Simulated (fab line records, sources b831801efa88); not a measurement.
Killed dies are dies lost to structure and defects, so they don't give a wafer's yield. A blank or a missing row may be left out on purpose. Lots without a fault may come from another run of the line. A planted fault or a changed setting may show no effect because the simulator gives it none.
Which tool did it? | flow gf180mcu | 13 lots, 39 wafers sampled, at 2 steps of a route of 602

WHAT THE GAUGES READ, wafer by wafer
GF_V4_RS_MEAS_24: measures by four-point-probe. Usual: V4_W_RS 0.331 ohm/sq, standard deviation 0.0038.
lot  | measured     | on            | V4_W_RS (ohm/sq)  | flag
L336 | day 25 01:46 | film_metro-03 | 0.324 0.330 0.325 |
L337 | day 25 11:02 | film_metro-04 | 0.331 0.326 0.335 |
L338 | day 25 14:54 | film_metro-03 | 0.327 0.329 0.329 |
L341 | day 26 20:48 | film_metro-04 | 0.342 0.337 0.338 |
L342 | day 27 05:10 | film_metro-03 | 0.333 0.330 0.326 |
L343 | day 27 18:43 | film_metro-01 | 0.334 0.341 0.335 |
L345 | day 28 03:32 | film_metro-03 | 0.327 0.329 0.333 |
L346 | day 28 10:32 | film_metro-03 | 0.330 0.321 0.325 |
L348 | day 28 18:36 | film_metro-03 | 0.334 0.328 0.334 |
L349 | day 29 10:53 | film_metro-04 | 0.326 0.327 0.329 |
L350 | day 29 19:39 | film_metro-03 | 0.329 0.328 0.327 |
L351 | day 29 23:58 | film_metro-03 | 0.331 0.332 0.335 |
L356 | day 31 03:16 | film_metro-04 | 0.330 0.333 0.334 |

GF_M5_CD_MEAS_07: target cd 280 nm. Usual: cd_nm 280.0 nm, standard deviation 1.2.
lot  | measured     | on        | cd_nm (nm)        | flag
L336 | day 26 20:46 | cd_sem-01 | 279.6 281.3 279.9 |
L337 | day 27 06:02 | cd_sem-01 | 279.3 279.8 279.3 |
L338 | day 27 09:25 | cd_sem-02 | 281.5 281.8 280.9 |
L341 | day 28 12:47 | cd_sem-01 | 277.5 279.2 278.2 |
L342 | day 28 21:41 | cd_sem-02 | 283.1 283.2 282.2 |
L343 | day 29 09:36 | cd_sem-01 | 280.7 278.9 278.7 |
L345 | day 29 18:04 | cd_sem-02 | 280.5 279.4 281.0 |
L346 | day 30 01:44 | cd_sem-01 | 279.6 278.7 279.2 |
L348 | day 30 09:37 | cd_sem-01 | 281.2 280.2 281.0 |
L349 | day 31 01:11 | cd_sem-01 | 279.0 279.1 279.9 |
L350 | day 31 08:50 | cd_sem-01 | 278.1 277.9 276.1 |
L351 | day 31 12:41 | cd_sem-02 | 280.6 280.6 279.8 |
L356 | day 32 13:59 | cd_sem-01 | 279.7 279.4 280.6 |

WHICH TOOL RAN EACH LOT (tool, then ch and the chambers of the sampled wafers, then the start)
The record holds no process step before these readings.

WHAT THE TOOLS THEMSELVES READ (means of the sampled wafers that have a number; where no wafer has one, the mark that the record gives instead)
The record holds no such reading with a usual standard deviation.

THE ANSWER, worked out from the rows above alone
Rule: a lot is off if the mean of its wafers that have a number lies more than 3 standard deviations from the usual mean. A lot without any number at a reading at which 4 lots or more have one is off too. The other lots that the step has rows for count as sound. The gauges are gone through in route order, then the tools' own readings, and for those a lot's mean is taken as printed above. The first step at which some lot is off is used, and at that step the reading that is off furthest; a lot without a number counts as furthest.
No lot is off at any reading shown: from this, nothing can be told.

WHAT THE SIMULATOR HAD PUT IN
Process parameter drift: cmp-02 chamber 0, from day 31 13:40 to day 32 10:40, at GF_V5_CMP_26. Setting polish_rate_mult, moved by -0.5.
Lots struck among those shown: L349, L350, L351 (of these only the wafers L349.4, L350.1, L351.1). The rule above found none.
